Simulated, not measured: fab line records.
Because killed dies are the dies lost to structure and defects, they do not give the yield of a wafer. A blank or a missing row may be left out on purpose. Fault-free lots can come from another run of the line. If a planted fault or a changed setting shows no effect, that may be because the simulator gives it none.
Chamber matching | flow sky130 | SKY_CONTACT_CMP_27 on cmp-01 has 4 sister chambers
The step polishes, stops on SiO2, t overpolish 15 s, target thk 0 nm. 14 wafers are shown with their chamber, then 7 later ones without.

== WAFERS WITH THEIR CHAMBER ==
wafer  | chamber | motor current A (A) | slurry filter dp kPa (kPa) | overpolish run s (s)
L775.1 | 1       | 9.9                 | 13.63                      | 15.005
L775.3 | 0       | 11.4                | 13.44                      | 15.009
L775.5 | 0       | 11.0                | 13.36                      | 15.011
L779.4 | 0       | 11.2                | 13.27                      | 14.998
L779.5 | 1       | 10.0                | 13.21                      | 14.994
L779.6 | 0       | 11.1                | 13.35                      | 15.022
L781.1 | 1       | 9.6                 | 13.59                      | 14.984
L781.2 | 2       | 10.6                | 13.73                      | 15.010
L781.3 | 3       | 10.8                | 13.47                      | 15.011
L782.2 | 3       | 10.7                | 13.56                      | 14.981
L782.4 | 0       | 10.9                | 13.52                      | 15.002
L782.6 | 3       | 11.7                | 13.86                      | 15.001
L783.2 | 1       | 9.7                 | 13.43                      | 14.984
L783.3 | 0       | 11.4                | 13.60                      | 14.991

SIGNATURES, as means of the wafers listed above
reading              | chamber 0 | chamber 1 | chamber 2 | chamber 3 | scatter within a chamber
motor current A      | 11.167    | 9.800     | 10.600    | 11.067    | 0.303
slurry filter dp kPa | 13.4233   | 13.4650   | 13.7300   | 13.6300   | 0.163
overpolish run s     | 15.00550  | 14.99175  | 15.01000  | 14.99767  | 0.0117
Rule: a wafer lies at a distance from a chamber equal to the root of the sum of squares, over the readings, of (its reading less the chamber's mean, divided by the reading's scatter). The wafer belongs to the nearest chamber; if the next one is less than 2 further off, it can't be placed. The scatter: take each reading less its chamber's mean, square it, sum over the shown wafers, divide by the number of wafers less the number of chambers, and take the root.

== WAFERS MISSING THEIR CHAMBER ==
wafer  | motor current A (A) | slurry filter dp kPa (kPa) | overpolish run s (s)
L783.4 | 11.3                | 13.46                      | 15.018
L784.1 | 10.4                | 13.46                      | 15.019
L784.2 | 11.1                | 13.61                      | 14.999
L784.5 | 10.1                | 13.59                      | 15.004
L785.5 | 10.6                | 13.25                      | 15.014
L785.6 | 10.9                | 13.56                      | 14.996
L786.4 | 10.7                | 13.31                      | 15.007

== CHAMBER TAKEN BY EACH ==
wafer  | from the rows above               | in truth
L783.4 | can't be placed: 0 or 3 or 2      | 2
L784.1 | can't be placed: 2 or 0 or 3 or 1 | 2
L784.2 | can't be placed: 3 or 0 or 2      | 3
L784.5 | can't be placed: 1 or 2 or 3      | 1
L785.5 | can't be placed: 0 or 2 or 3 or 1 | 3
L785.6 | can't be placed: 3 or 0 or 2      | 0
L786.4 | can't be placed: 0 or 3 or 2 or 1 | 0
0 of 7 placed correctly. Can't be placed from these rows: 7 (the true chamber is among the candidates in 7). Number placed wrongly: 0.
